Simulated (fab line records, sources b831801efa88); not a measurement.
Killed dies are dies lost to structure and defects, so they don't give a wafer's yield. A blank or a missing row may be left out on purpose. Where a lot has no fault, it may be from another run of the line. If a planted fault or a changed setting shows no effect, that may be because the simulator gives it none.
2 desks, one fault	flow sky130	each desk has only its own numbers; what lay behind them comes last

== DESK OF THE TOOL OWNER: iline_stepper-02 ==
The tool's own readings at SKY_SONOS_TUNNEL_EXPOSE_04 (exposes mask TUNM, target cd 410 nm): means of the sampled wafers that have a number, for each lot that ran on this tool. The brackets show how far a lot's mean lies from the usual mean; more than 4 standard deviations puts the lot out of limits, marked OUT.
Columns: A = exposure_dose_mJ_cm2 at SKY_SONOS_TUNNEL_EXPOSE_04, usual 135.98
lot	first seen here	A
L760	day 11 17:05	136.04
L770	day 15 16:02	134.32 (-14) OUT
Finding of this desk: L770 out of limits; the first was L770 at day 15 16:02, on exposure_dose_mJ_cm2 at SKY_SONOS_TUNNEL_EXPOSE_04. Within limits: L760.

== AT THE METROLOGY DESK ==
Lot by lot, what the gauges showed, no matter which tool ran the lot: averages of those sampled wafers that carry a number. The brackets show how far a lot's mean lies from the usual mean; more than 4 standard deviations puts the lot out of limits, marked OUT.
Columns: A = VT_ADJUST_PCH_OVL at SKY_VT_ADJUST_PCH_OVL_MEAS_07, usual -0.3 nm; B = VT_ADJUST_PCH_TW at SKY_VT_ADJUST_PCH_TW_MEAS_10, usual 141.9; C = cd_nm at SKY_SONOS_TUNNEL_CD_MEAS_07, usual 410.1 nm; D = SONOS_TUNNEL_OVL at SKY_SONOS_TUNNEL_OVL_MEAS_08, usual 0.4 nm
lot	first seen here	A	B	C	D
L759	day 10 21:34	0.1	143.1	406.5	0.5
L760	day 11 04:25	-1.3	142.2	412.4	0.8
L770	day 15 02:46	-1.6	143.7	416.7	-0.6
L778	day 17 02:10	-1.7	139.9	408.6	1.9
L779	day 17 14:55	-1.3	139.6	408.9	1.3
Result from this desk: across the 5 lots, nothing is out of limits.

== TAKEN TOGETHER ==
The tool owner's desk had the chance to raise an alarm at day 15 16:02 on L770.
The metrology desk saw nothing out of limits.
The metrology desk holds a record of L770, inside its limits.
SKY_SONOS_TUNNEL_EXPOSE_04 was run on iline_stepper-02 by each of the lots named.

== WHAT THE SIMULATOR HAD INSERTED ==
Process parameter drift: iline_stepper-02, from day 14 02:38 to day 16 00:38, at SKY_SONOS_TUNNEL_EXPOSE_04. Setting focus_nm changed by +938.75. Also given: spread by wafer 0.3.
Shown lots that were struck: L770.
Hours from the fault's start to each desk's first reading out of limits: the tool owner's desk, 37.
